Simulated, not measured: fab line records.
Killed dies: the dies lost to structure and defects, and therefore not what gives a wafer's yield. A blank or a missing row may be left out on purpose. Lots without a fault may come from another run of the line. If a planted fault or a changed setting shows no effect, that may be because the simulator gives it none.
A struck lot beside a sound one -- flow gf180mcu -- 22 steps out of a route of 602
Sound: the wafers L338.2, L338.3, L338.6. Wafers struck: L344.3, L344.5, L344.6. The cause is given at the end.
At each step with rows: each side's tool, then ch and its chambers, then its first start. Under that, the readings that differ: sound wafers -- struck wafers -- difference of the means -- sigmas: that difference in standard deviations of wafers without a fault.
alike: a reading whose means differ by less than 2 such deviations, as well as words and numbers matching on both sides. not compared: withheld readings; readings where some wafer has no value; bounds like >300 that might hide an equal value; numbers whose values overlap and for which the record gives no deviation.
Wherever a step has rows on one side only, a row that says differs or no value, or a row with sigmas, the two part there. Non-overlapping numbers with no deviation appear without sigmas and do not part them. Lack of a reading on every wafer of one side parts them only where that side has two or more wafers.

first, 3 steps without rows for these wafers: GF_M2_STRIP_18 (strips in post etch residue remover, time 1200 s); GF_M2_CLEAN_19 (cleans in DIW); GF_V2_CVD_00 (deposits SiO2, target thk 600 nm, time 100 s).
GF_V2_THK_MEAS_01:
  sound on film_metro-04 at day 20 17:16; struck on film_metro-02 at day 23 01:33
reading,sound,struck,difference,sigmas
V2_CVD_00_THK (nm),596 585 596,602 611 603,+13,+2
GF_V2_CVD_02: deposits SiO2 from TEOS, target thk 850 nm, time 94.851 s.
  sound on pecvd-03 ch 1,2, day 20 17:19; struck on pecvd-03 ch 0,1, day 23 01:35
  alike: heater_power_w
GF_V2_THK_MEAS_03:
  sound on film_metro-01 at day 20 17:26; struck on film_metro-04 at day 23 01:41
  alike: V2_CVD_02_THK
GF_V2_CMP_04: polishes SiO2.
  sound on cmp-01 ch 0,2,3, day 20 17:29; struck on cmp-01 ch 0,1, day 23 01:46
  alike: motor_current_A, slurry_flow_ml_min, time_to_endpoint_s
GF_V2_BOW_MEAS_05:
  sound on film_metro-04 at day 20 17:48; struck on film_metro-02 at day 23 02:04
  alike: V2_BOW
then, 4 steps without rows for these wafers: GF_V2_DEHYDRATE_06 (time 60 s); GF_V2_HMDS_07 (prime time 60 s); GF_V2_COAT_08; GF_V2_COAT_09 (resist thk 1000 nm).
GF_V2_SOFTBAKE_10: time 60 s.
  sound on litho_track-03 ch 0, day 21 05:00; struck on litho_track-03 ch 0, day 23 12:00
reading,sound,struck,difference,sigmas
heater_power_total_W (W),93.13 92.92 93.10,98.10 98.18 98.12,+5.08,+86
run_length_s (s),89.09 88.83 88.81,79.90 79.84 79.93,-9.02,-50
then, 3 steps without rows for these wafers: GF_V2_EXPOSE_11 (exposes mask Via2, target cd 260 nm); GF_V2_PEB_12 (peb time 90 s); GF_V2_DEVELOP_13 (develop time 60 s).
GF_V2_CD_MEAS_14: target cd 260 nm.
  sound on cd_sem-02 at day 21 17:33; struck on cd_sem-01 at day 24 00:11
  alike: cd_nm
GF_V2_OVL_MEAS_15:
  sound on overlay-01 at day 21 17:40; struck on overlay-02 at day 24 00:16
reading,sound,struck,difference,sigmas
V2_OVL (nm),-9 -10 -7,8 3 3,+13,+2
GF_V2_ETCH_16: etches BARC in N2/H2.
  sound on rie_diel-04 ch 0,3, day 21 17:41; struck on rie_diel-04 ch 0,3, day 24 00:17
  alike: drypump_motor_current_A, oes_product_au, throttle_valve_pct
  not compared: model.V2.cd_nm
GF_V2_ETCH_17: etches SiO2 in C4F8/O2/Ar, stops on TiN, target depth 630 nm.
  sound: rie_diel-04 ch 0,3; struck: rie_diel-04 ch 0,3
  alike: oes_product_au
  not compared: model.V2.cd_nm
GF_V2_STRIP_18: strips in O2/N2.
  sound on plasma_asher-02 ch 0, day 21 17:49; struck on plasma_asher-03 ch 0,1, day 24 00:27
reading,sound,struck,difference,sigmas
heater_power_w (W),355 342 345,261 260 332,-63,-2
  alike: drypump_motor_current_A, oes_product_au
  not compared: rf_hours_counter_h
-- the record jumps here: 8 days lie between the struck wafers' starts before and after (it left off in module V2 and takes up again in module PASSIVATION, whose first step shown is number 602 of the route) --
GF_PASSIVATION_PROBE_99:
  record: rows for the struck wafers here (prober-01, day 31 23:00), none for the sound ones

== WHERE THEY PART ==
Last at GF_PASSIVATION_PROBE_99 as far as this record goes, first at GF_V2_THK_MEAS_01.

WHY: the cause the simulator had injected
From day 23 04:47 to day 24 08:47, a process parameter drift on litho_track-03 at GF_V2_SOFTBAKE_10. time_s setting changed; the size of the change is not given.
